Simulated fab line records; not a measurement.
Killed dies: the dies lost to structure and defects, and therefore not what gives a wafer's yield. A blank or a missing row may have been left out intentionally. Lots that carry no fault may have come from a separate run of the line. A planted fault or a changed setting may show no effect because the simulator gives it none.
Problem report in the 8D (eight disciplines) form, filled by code -- flow sky130 -- the parts of the form that need people (team, actions taken, sign-off) are left out

== 1. THE PROBLEM ==
spin-speed-rpm at SKY_LDD_P_COAT_02 reads a mean of 3078.5 rpm on 6 wafers of 2 lots; wafers without a fault read 3000.1 rpm with a standard deviation of 2.1. Measured from the usual mean, that is +37 standard deviations.
The step: resist thk 1140 nm.
Earliest sighting: wafer L108.1 on litho-track-02 at day 21 01:41. The record has a number at this step for 36 wafers belonging to 12 lots. Rule for "out", or "out of limits": more than 4 standard deviations from the usual mean. All remaining wafers that have a number are taken as sound.

== 2. WHAT IT IS, WHAT IT ISN'T ==
question,is,is not
which readings at this step,spin-speed-rpm,resist-line-temp-C
which lots,"L108, L112","L102, L103, L104, L105, L115, L119, L120, L122, L123, L125"
which wafers of those lots,all that have a number,-
read on which tools,litho-track-02,"litho-track-03, litho-track-04"
when,from day 21 01:41,"up to then (12 sound wafers); but 18 sound wafers of L115, L119, L120, L122, L123, L125 came after"

== 3. WHAT RULES OUT EACH SUSPECT ==
Counting: any tool at a process step up to the reading is kept as a suspect provided that every lot that is out went through it and no sound lot did after the first of them.
- litho-track-02 at SKY_LDD_P_COAT_02 (resist thk 1140 nm): ruled out as a lasting fault. Following L108 (day 21 01:41), the first lot on it that is out, the sound lots L120 were run on it.
Left after counting: nothing in the record.

== 4. THE CAUSE (what the simulator had put in) ==
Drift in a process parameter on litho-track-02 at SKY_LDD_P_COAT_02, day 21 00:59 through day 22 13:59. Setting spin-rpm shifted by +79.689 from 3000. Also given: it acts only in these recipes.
Counting ruled it out, wrongly.

== 5. THE EFFECT CHAIN, in route order ==
Each row: a reading where the mean over the struck wafers with a number is more than 3 standard deviations away from the usual. Scope: only readings with a usual standard deviation given in the record; hours: median across lots of the time from each lot's start at the first step in this table that gives one to its start at this step; sigmas: change in usual standard deviations.
hours,step,reading,usual,on struck wafers,change,sigmas
0,SKY_LDD_P_COAT_02,spin-speed-rpm,3000.1 rpm,3078.5,+78.4,+37
16,SKY_LDD_P_STRIP_10,strip-time-to-endpoint-s,14.19 s,14.02,-0.17,-4.0
Process steps it contains:
- SKY_LDD_P_COAT_02: resist thk 1140 nm.
- SKY_LDD_P_STRIP_10: strips in O2/N2.
At these later measuring or inspecting steps, every struck wafer for which the step has a row has a number for every such reading, and none has moved that far: SKY_LDD_P_CD_MEAS_07.

== 6. WHAT WOULD HAVE CAUGHT IT SOONER ==
In this record the first reading out of limits was taken at day 21 01:41, 1 hour after the fault began at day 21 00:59.
